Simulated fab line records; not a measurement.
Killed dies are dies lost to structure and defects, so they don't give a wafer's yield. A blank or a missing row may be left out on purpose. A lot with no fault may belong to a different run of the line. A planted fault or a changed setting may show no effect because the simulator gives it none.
Problem report, 8D (eight disciplines) form, completed by code + flow sky130 + the parts of the form that need people (team, actions taken, sign-off) are left out

1. THE PROBLEM
At SKY_FIELD_ISO_WET_ETCH_28, runLengthS averages 110 s over 6 wafers from 2 lots, while fault-free wafers read 76 s, standard deviation 3.4. That puts it +10 standard deviations away from the usual mean.
The step: etches SiO2 in dHF, target depth 23.7 nm, time 47 s.
The first sign was on wafer L764.1 at day 5 11:16, on wetBench-04. At this step, 39 wafers from 13 lots have a number in the record. Rule for "out" (also "out of limits"): further than 4 standard deviations from the usual mean. The rest of the wafers with a number are treated as sound.

2. WHAT IT IS AND WHAT IT IS NOT
| question                    | is                     | is not                                                                          |
|-----------------------------|------------------------|---------------------------------------------------------------------------------|
| which readings at this step | runLengthS             | -                                                                               |
| which lots                  | L764, L769             | L750, L751, L752, L753, L756, L758, L759, L760, L768, L772, L773                |
| which wafers of those lots  | all that have a number | -                                                                               |
| read on which tools         | wetBench-04            | wetBench-01, wetBench-03                                                        |
| when                        | from day 5 11:16       | up to then (24 sound wafers); but 9 sound wafers of L768, L772, L773 came after |

3. SUSPECTS, AND WHAT RULES EACH OUT
Counting: a tool at any process step up to the reading remains a suspect when it ran all the lots that are out and ran no sound lot after the first of those.
- wetBench-04 at SKY_FIELD_ISO_WET_ETCH_28 (etches SiO2 in dHF, target depth 23.7 nm, time 47 s): kept. All lots that are out passed through it, beginning with L764 at day 5 11:16, and no sound lot followed; its final sound lot before that point was L758 at day 4 02:53. Its own runLengthS readings are out on those wafers.
After counting, what remains is wetBench-04 at SKY_FIELD_ISO_WET_ETCH_28.

4. THE CAUSE (what the simulator had put in)
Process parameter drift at SKY_FIELD_ISO_WET_ETCH_28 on wetBench-04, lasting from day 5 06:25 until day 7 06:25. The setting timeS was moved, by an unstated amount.
Counting left only this tool.

5. THE CHAIN OF EFFECTS, in route order
Each row: a reading whose mean over the struck wafers that have a number lies more than 3 standard deviations from the usual. Only readings whose record carries a usual standard deviation are examined. hours: median over the lots of the time between each lot's start at the first step of this table that gives one and its start at this step. sigmas: the change, counted in usual standard deviations.
| hours | step                      | reading    | usual | on struck wafers | change | sigmas |
|-------|---------------------------|------------|-------|------------------|--------|--------|
| 0     | SKY_FIELD_ISO_WET_ETCH_28 | runLengthS | 76 s  | 110              | +34    | +10    |
Its process steps:
- SKY_FIELD_ISO_WET_ETCH_28: etches SiO2 in dHF, target depth 23.7 nm, time 47 s.
Later measuring or inspecting steps at which every struck wafer that the step has a row for has a number for every such reading, and none has moved that far: SKY_SPACER_THK_MEAS_01, SKY_POLY_CUT_OVL_MEAS_09.

6. WHAT WOULD HAVE CAUGHT IT SOONER
In this record the first reading out of limits was taken at day 5 11:16, 5 hours after the fault began at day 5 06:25.
